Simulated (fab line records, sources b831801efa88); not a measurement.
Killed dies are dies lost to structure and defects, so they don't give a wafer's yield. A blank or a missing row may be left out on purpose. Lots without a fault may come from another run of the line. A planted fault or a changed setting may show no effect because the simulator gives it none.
Which tool did it? | flow sky130 | 12 lots, 34 wafers sampled, at 3 steps of a route of 708

WHAT THE GAUGES READ, wafer by wafer
SKY_SONOS_TUNNEL_OVL_MEAS_08.
lot  | measured     | on         | SONOS_TUNNEL_OVL (nm)
L201 | day 11 07:35 | overlay-02 | -2.6 -2.3 -1.7
L202 | day 11 21:50 | overlay-02 | -1.1 -1.9 -2.8
L203 | day 12 07:47 | overlay-01 | 0.6 1.9 1.8
L208 | day 14 08:08 | overlay-02 | 1.2 -1.2
L209 | day 14 08:26 | overlay-02 | -1.5 0.6
L214 | day 15 21:46 | overlay-02 | 1.9 2.0 -0.7
L215 | day 16 06:08 | overlay-02 | -0.2 -1.5 -1.9
L218 | day 17 02:22 | overlay-01 | -0.7 0.5 0.2
L220 | day 17 20:50 | overlay-02 | 1.7 1.5 2.0
L221 | day 18 07:01 | overlay-01 | -0.3 0.3 0.3
L222 | day 18 19:18 | overlay-01 | -1.5 -2.0 0.2
L223 | day 18 21:59 | overlay-01 | 0.6 -0.8 -0.2

SKY_POLY_GATE_OVL_MEAS_14.
lot  | measured     | on         | POLY_GATE_OVL (nm)
L201 | day 16 08:46 | overlay-01 | -4 -2 3
L202 | day 17 03:58 | overlay-01 | -5 -7 -2
L203 | day 17 11:22 | overlay-02 | 1 -1 0
L208 | day 19 21:54 | overlay-01 | 2 -1
L209 | day 19 19:02 | overlay-02 | 1 0
L214 | day 21 12:49 | overlay-02 | 8 7 1
L215 | day 21 21:49 | overlay-02 | 1 -3 -5
L218 | day 22 19:06 | overlay-02 | 7 9 11
L220 | day 23 15:07 | overlay-02 | -4 1 4
L221 | day 24 00:35 | overlay-02 | 5 2 5
L222 | day 24 11:10 | overlay-01 | -2 -1 1
L223 | day 24 14:32 | overlay-01 | -13 -16 -10

SKY_METAL1_CD_MEAS_15: target cd 140 nm.
lot  | measured     | on        | cd_nm (nm)
L201 | day 32 18:55 | cd_sem-01 | 141.2 141.1 141.5
L202 | day 33 15:01 | cd_sem-02 | 141.6 141.4 141.2
L203 | day 33 20:43 | cd_sem-02 | 140.4 140.2 142.7
L208 | day 36 00:31 | cd_sem-02 | 137.1 139.2
L209 | day 35 19:14 | cd_sem-01 | 141.5 140.9
L214 | day 37 06:20 | cd_sem-02 | 137.0 137.0 137.6
L215 | day 37 14:22 | cd_sem-01 | 139.2 140.1 140.2
L218 | day 38 11:55 | cd_sem-02 | 141.4 140.3 140.5
L220 | day 39 03:21 | cd_sem-02 | 141.9 142.9 140.7
L221 | day 39 07:54 | cd_sem-02 | 141.3 140.8 141.8
L222 | day 39 19:20 | cd_sem-01 | 137.5 138.2 139.8
L223 | day 39 23:07 | cd_sem-01 | 138.4 138.1 137.2

WHICH TOOL RAN EACH LOT (tool, then ch and the chambers of the sampled wafers, then the start)
The record holds no process step before these readings.

WHAT THE TOOLS THEMSELVES READ (means of the sampled wafers that have a number; where no wafer has one, the mark that the record gives instead)
The record holds no such reading with a usual standard deviation.

THE ANSWER, worked out from the rows above alone
Rule: what is usual is taken from the lots themselves. Put in order of their means at a reading, lots are off if they are a third of the lots or fewer, leave a main group of 4 or more, and stand apart from it by a gap of 3 or more times the standard deviation of the main group's means; of several such gaps the widest counts. A main group whose means are all the same, to the digits that the tables above print for the reading, isn't used. A lot without any number at a reading at which 4 lots or more have one is off too. The other lots that the step has rows for count as sound. The gauges are gone through in route order, then the tools' own readings, and for those a lot's mean is taken as printed above. The first step at which some lot is off is used, and at that step the reading that is off furthest; a lot without a number counts as furthest.
No lot is off at any reading shown: from this, nothing can be told.

WHAT THE SIMULATOR HAD PUT IN
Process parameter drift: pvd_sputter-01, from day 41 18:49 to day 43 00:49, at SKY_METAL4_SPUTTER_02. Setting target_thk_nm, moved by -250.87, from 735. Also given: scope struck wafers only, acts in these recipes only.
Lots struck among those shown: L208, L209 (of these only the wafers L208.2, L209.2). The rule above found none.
